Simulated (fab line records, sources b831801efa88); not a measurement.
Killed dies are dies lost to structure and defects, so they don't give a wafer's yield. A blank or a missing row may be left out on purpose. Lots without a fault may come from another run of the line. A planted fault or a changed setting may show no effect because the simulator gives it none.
Problem report in the 8D (eight disciplines) form, filled by code | flow sky130 | the parts of the form that need people (team, actions taken, sign-off) are left out

1. THE PROBLEM
killed_at_front_end at SKY_PAD_OPEN_PROBE_99 reads a mean of 423 on 5 wafers of 2 lots; wafers without a fault read 15 with a standard deviation of 3.9. That is +99 or more standard deviations from the usual mean.
First seen on wafer L130.2, day 49 05:31, on prober-02. The record holds 38 wafers of 13 lots with a number at this step. Rule for "out", or "out of limits": more than 4 standard deviations from the usual mean. The other wafers with a number count as sound.

2. WHAT IT IS AND WHAT IT IS NOT
question                    | is                                              | is not
which readings at this step | killed_at_front_end, killed_dies, killed_on_rim | killed_at_M0_to_M3, killed_at_M4_up, killed_at_contacts, killed_at_other, killed_open, killed_short
which lots                  | L130, L131                                      | L119, L120, L122, L123, L124, L125, L126, L135, L138, L139, L140
which wafers of those lots  | all that have a number                          | -
read on which tools         | prober-01, prober-02                            | -
when                        | from day 49 05:31                               | up to then (21 sound wafers); but 12 sound wafers of L135, L138, L139, L140 came after

3. SUSPECTS, AND WHAT RULES EACH OUT
Counting: a tool at a process step up to the reading stays a suspect if it ran every lot that is out and no sound lot after the first of them.
- plasma_asher-02 at SKY_SONOS_ONO_STRIP_17 (strips in O2/N2): ruled out as a lasting fault. Sound lots L135, L138, L139, L140 ran on it after its first lot that is out, L130 (day 17 06:53).
Left after counting: nothing in the record.

4. THE CAUSE (what the simulator had put in)
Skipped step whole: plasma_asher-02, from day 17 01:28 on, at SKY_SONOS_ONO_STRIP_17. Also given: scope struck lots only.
Counting ruled it out, wrongly: the rule takes a fault to strike every lot that its tool runs from its start on, and this one did not.

5. THE CHAIN OF EFFECTS, in route order
Each row: a reading whose mean over the struck wafers that have a number lies more than 3 standard deviations from the usual. Only readings for which the record gives a usual standard deviation are gone through. hours: the time from each lot's start at the first step in this table that gives one to its start at this step, as a median over the lots. sigmas: the change in usual standard deviations.
hours | step                  | reading             | usual | on struck wafers | change | sigmas
0     | SKY_PAD_OPEN_PROBE_99 | killed_at_front_end | 15    | 423              | +408   | +99 or more
0     | SKY_PAD_OPEN_PROBE_99 | killed_dies         | 86    | 492              | +406   | +43
0     | SKY_PAD_OPEN_PROBE_99 | killed_on_rim       | 17    | 96               | +79    | +23
The process steps in it:
- SKY_PAD_OPEN_PROBE_99
Readings that are blank on the struck wafers while sound wafers have them: chamber_pressure_mTorr at SKY_SONOS_ONO_STRIP_17; drypump_motor_current_A at SKY_SONOS_ONO_STRIP_17; oes_product_au at SKY_SONOS_ONO_STRIP_17; strip_time_to_endpoint_s at SKY_SONOS_ONO_STRIP_17.

6. WHAT WOULD HAVE CAUGHT IT SOONER
In this record the first reading out of limits was taken at day 49 05:31, 772 hours after the fault began at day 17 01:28.
At SKY_SONOS_ONO_STRIP_17 the tool's readings are blank on the struck wafers, where sound wafers have them: an empty tool record is the first sign, and it was there at once.
